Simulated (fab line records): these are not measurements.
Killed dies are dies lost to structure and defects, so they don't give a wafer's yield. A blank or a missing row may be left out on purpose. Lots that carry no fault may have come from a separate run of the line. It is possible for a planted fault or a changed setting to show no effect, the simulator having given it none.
The same fault as seen by 2 desks ; flow sfq-line ; numbers are kept per desk, each desk with only its own; the story behind them comes last

## TOOL OWNER'S DESK, pecvd-04
The tool's own readings at SFQ_TRILAYER_I3_DEP_PECVD_081 (deposits SiO2 from SiH4/N2O, time 111.11 s, target thk 500 nm): means of the sampled wafers that have a number, for each lot that ran on this tool. Any lot whose mean is over 4 standard deviations away from the usual mean is out of limits and marked OUT; that distance is given in the brackets.
Columns: A = heater-power-w at SFQ_TRILAYER_I3_DEP_PECVD_081, usual 83 W; B = rf-fwd-power-W at SFQ_TRILAYER_I3_DEP_PECVD_081, usual 182.3 W; C = run-length-s at SFQ_TRILAYER_I3_DEP_PECVD_081, usual 139.3 s; D = throttle-valve-pct at SFQ_TRILAYER_I3_DEP_PECVD_081, usual 25.3 %
lot;first seen here;A;B;C;D
L529;day 39 18:05;90;182.8;136.5 (-4.9) OUT;24.7
L531;day 40 10:59;83;182.2;136.3 (-5.2) OUT;24.7
L545;day 50 22:07;85;181.5;139.2;24.8
This desk finds L529, L531 out of limits, L529 being first, at day 39 18:05 (run-length-s at SFQ_TRILAYER_I3_DEP_PECVD_081). In limits: L545.

## METROLOGY DESK
Means of the sampled wafers that have a number, per lot and without regard to the tool the lot ran on: this is what the gauges read. Any lot whose mean is over 4 standard deviations away from the usual mean is out of limits and marked OUT; that distance is given in the brackets.
Columns: A = M3_OVL at SFQ_M3_OVL_MEAS_921, usual 1 nm; B = I3_BOW at SFQ_I3_BOW_MEAS_922, usual 2 um
lot;first seen here;A;B
L526;day 37 16:39;4;-6
L529;day 39 16:17;-3;-2
L531;day 40 09:50;-6;7
L534;day 41 02:37;6;4
L538;day 42 08:37;3;5
L545;day 50 21:08;8;0
Result from this desk: across the 6 lots, nothing is out of limits.

## BROUGHT TOGETHER
At day 39 18:05, on L529, L531, the tool owner's desk was in a position to raise an alarm.
From the metrology desk's view, nothing was out of limits.
The metrology desk holds a record of L529, L531, inside its limits.
Of the lots named, all ran SFQ_TRILAYER_I3_DEP_PECVD_081 on pecvd-04.

## WHAT HAD BEEN PUT IN BY THE SIMULATOR
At SFQ_TRILAYER_I3_DEP_PECVD_081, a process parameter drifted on pecvd-04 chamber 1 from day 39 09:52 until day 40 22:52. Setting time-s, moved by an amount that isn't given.
Shown lots that were struck: L529, L531.
Hours from the fault's start to each desk's first reading out of limits: the tool owner's desk, 8.
